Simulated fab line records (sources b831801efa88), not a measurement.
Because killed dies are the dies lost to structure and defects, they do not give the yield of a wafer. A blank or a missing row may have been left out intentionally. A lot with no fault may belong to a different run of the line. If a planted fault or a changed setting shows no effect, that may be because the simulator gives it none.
Chamber matching || flow gf180mcu || 4 sister chambers for GF_V4_CMP_26 on cmp-01
The step polishes, stops on SiO2, t overpolish 15 s, target thk 0 nm. 14 wafers are shown with their chamber, then 7 later ones without.

== WAFERS, EACH WITH ITS CHAMBER ==
{"wafer": "L538.1", "chamber": 2, "motorCurrentA (A)": 10.8, "timeToEndpointS (s)": 83, "overpolishRunS (s)": 15.004}
{"wafer": "L538.5", "chamber": 2, "motorCurrentA (A)": 10.9, "timeToEndpointS (s)": 84, "overpolishRunS (s)": 14.998}
{"wafer": "L538.6", "chamber": 1, "motorCurrentA (A)": 10.2, "timeToEndpointS (s)": 86, "overpolishRunS (s)": 14.977}
{"wafer": "L546.1", "chamber": 2, "motorCurrentA (A)": 10.5, "timeToEndpointS (s)": 81, "overpolishRunS (s)": 14.995}
{"wafer": "L546.3", "chamber": 0, "motorCurrentA (A)": 11.5, "timeToEndpointS (s)": 84, "overpolishRunS (s)": 15.001}
{"wafer": "L546.5", "chamber": 3, "motorCurrentA (A)": 10.2, "timeToEndpointS (s)": 88, "overpolishRunS (s)": 15.007}
{"wafer": "L547.1", "chamber": 3, "motorCurrentA (A)": 10.5, "timeToEndpointS (s)": 83, "overpolishRunS (s)": 15.000}
{"wafer": "L547.4", "chamber": 0, "motorCurrentA (A)": 11.7, "timeToEndpointS (s)": 85, "overpolishRunS (s)": 15.008}
{"wafer": "L547.5", "chamber": 1, "motorCurrentA (A)": 9.9, "timeToEndpointS (s)": 87, "overpolishRunS (s)": 14.999}
{"wafer": "L548.1", "chamber": 0, "motorCurrentA (A)": 12.0, "timeToEndpointS (s)": 83, "overpolishRunS (s)": 15.013}
{"wafer": "L548.2", "chamber": 1, "motorCurrentA (A)": 10.3, "timeToEndpointS (s)": 88, "overpolishRunS (s)": 15.012}
{"wafer": "L548.3", "chamber": 3, "motorCurrentA (A)": 10.9, "timeToEndpointS (s)": 80, "overpolishRunS (s)": 15.028}
{"wafer": "L549.1", "chamber": 0, "motorCurrentA (A)": 12.0, "timeToEndpointS (s)": 84, "overpolishRunS (s)": 15.001}
{"wafer": "L549.3", "chamber": 2, "motorCurrentA (A)": 10.5, "timeToEndpointS (s)": 85, "overpolishRunS (s)": 15.011}

SIGNATURES (averages over the wafers above)
{"reading": "motorCurrentA", "chamber 0": 11.800, "chamber 1": 10.133, "chamber 2": 10.675, "chamber 3": 10.533, "scatter within a chamber": 0.253}
{"reading": "timeToEndpointS", "chamber 0": 84.00, "chamber 1": 87.00, "chamber 2": 83.25, "chamber 3": 83.67, "scatter within a chamber": 2.13}
{"reading": "overpolishRunS", "chamber 0": 15.00575, "chamber 1": 14.99600, "chamber 2": 15.00200, "chamber 3": 15.01167, "scatter within a chamber": 0.0114}
Rule: a wafer's distance from a chamber is the root of the sum, over the readings, of the square of ((its reading less the chamber's mean) divided by the reading's scatter). The wafer belongs to the nearest chamber; if the next one is less than 2 further off, it can't be placed. The scatter is the square root of a quotient: the sum, over the shown wafers, of each reading's squared deviation from its chamber's mean, divided by wafers minus chambers.

== WAFERS WITH NO CHAMBER GIVEN ==
{"wafer": "L549.6", "motorCurrentA (A)": 11.0, "timeToEndpointS (s)": 80, "overpolishRunS (s)": 15.009}
{"wafer": "L552.1", "motorCurrentA (A)": 10.3, "timeToEndpointS (s)": 82, "overpolishRunS (s)": 15.006}
{"wafer": "L552.3", "motorCurrentA (A)": 11.7, "timeToEndpointS (s)": 78, "overpolishRunS (s)": 15.004}
{"wafer": "L552.4", "motorCurrentA (A)": 9.9, "timeToEndpointS (s)": 86, "overpolishRunS (s)": 15.004}
{"wafer": "L557.1", "motorCurrentA (A)": 11.9, "timeToEndpointS (s)": 85, "overpolishRunS (s)": 14.989}
{"wafer": "L557.3", "motorCurrentA (A)": 11.1, "timeToEndpointS (s)": 88, "overpolishRunS (s)": 14.992}
{"wafer": "L557.6", "motorCurrentA (A)": 10.7, "timeToEndpointS (s)": 88, "overpolishRunS (s)": 14.997}

== CHAMBER TAKEN BY EACH ==
{"wafer": "L549.6", "from the rows above": "can't be placed: 2 or 3 or 0", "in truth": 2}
{"wafer": "L552.1", "from the rows above": "can't be placed: 3 or 2 or 1", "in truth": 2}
{"wafer": "L552.3", "from the rows above": "can't be placed: 0 or 2", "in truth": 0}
{"wafer": "L552.4", "from the rows above": "can't be placed: 1 or 3", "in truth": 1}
{"wafer": "L557.1", "from the rows above": 0, "in truth": 0}
{"wafer": "L557.3", "from the rows above": "can't be placed: 2 or 3 or 0 or 1", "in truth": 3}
{"wafer": "L557.6", "from the rows above": "can't be placed: 2 or 1 or 3", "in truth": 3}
1 of 7 placed correctly. Cannot be placed on the basis of these rows: 6; the candidates contain the true chamber in 6. 0 placed wrongly.
